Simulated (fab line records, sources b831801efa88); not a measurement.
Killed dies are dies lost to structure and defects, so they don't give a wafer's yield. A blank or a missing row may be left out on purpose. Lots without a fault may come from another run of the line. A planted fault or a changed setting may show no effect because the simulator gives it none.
One fault seen from 2 desks | flow gf180mcu | each desk has only its own numbers; what lay behind them comes last

THE METROLOGY DESK
What the gauges read, lot by lot, whatever tool the lot ran on: means of the sampled wafers that have a number. A lot is out of limits, marked OUT, if its mean lies more than 4 standard deviations from the usual mean; the brackets give that distance.
Columns: A = STI_CVD_23_THK at GF_STI_THK_MEAS_24, usual 650 nm
lot  | first seen here | A
L817 | day 2 03:54     | 649
L820 | day 2 19:01     | 644
L823 | day 3 10:51     | 650
L824 | day 3 15:52     | 644
L826 | day 4 02:14     | 657
L827 | day 4 08:03     | 649
L830 | day 4 22:11     | 654
L831 | day 5 03:08     | 656
L835 | day 6 05:34     | 457 (-37) OUT
L836 | day 6 12:29     | 455 (-38) OUT
L839 | day 7 03:04     | 650
This desk's finding: out of limits on L835, L836; first on L835, day 6 05:34 (STI_CVD_23_THK at GF_STI_THK_MEAS_24). In limits: L817, L820, L823, L824, L826, L827, L830, L831, L839.

THE TOOL OWNER'S DESK: hdpcvd-01
The tool's own readings at GF_STI_CVD_23 (deposits SiO2, target thk 650 nm, time 108.3 s): means of the sampled wafers that have a number, for each lot that ran on this tool. A lot is out of limits, marked OUT, if its mean lies more than 4 standard deviations from the usual mean; the brackets give that distance.
Columns: A = sih4_flow_sccm at GF_STI_CVD_23, usual 60.02 sccm
lot  | first seen here | A
L817 | day 2 03:49     | 60.08
L820 | day 2 18:55     | 59.87
L823 | day 3 10:46     | 59.87
L827 | day 4 07:56     | 59.86
L830 | day 4 22:07     | 59.99
L835 | day 6 05:29     | 60.15
L836 | day 6 12:25     | 60.03
This desk's finding: nothing out of limits on any of the 7 lots.

PUT TOGETHER
The metrology desk could have raised an alarm at day 6 05:34, on L835, L836.
The tool owner's desk saw nothing out of limits.
The tool owner's desk has L835, L836 on record, within its limits.
Of the lots named, all ran GF_STI_CVD_23 on hdpcvd-01.

WHAT THE SIMULATOR HAD PUT IN
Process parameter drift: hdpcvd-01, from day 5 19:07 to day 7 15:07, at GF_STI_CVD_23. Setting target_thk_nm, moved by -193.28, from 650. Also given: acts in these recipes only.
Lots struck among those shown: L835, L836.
Hours from the fault's start to each desk's first reading out of limits: the metrology desk, 10.
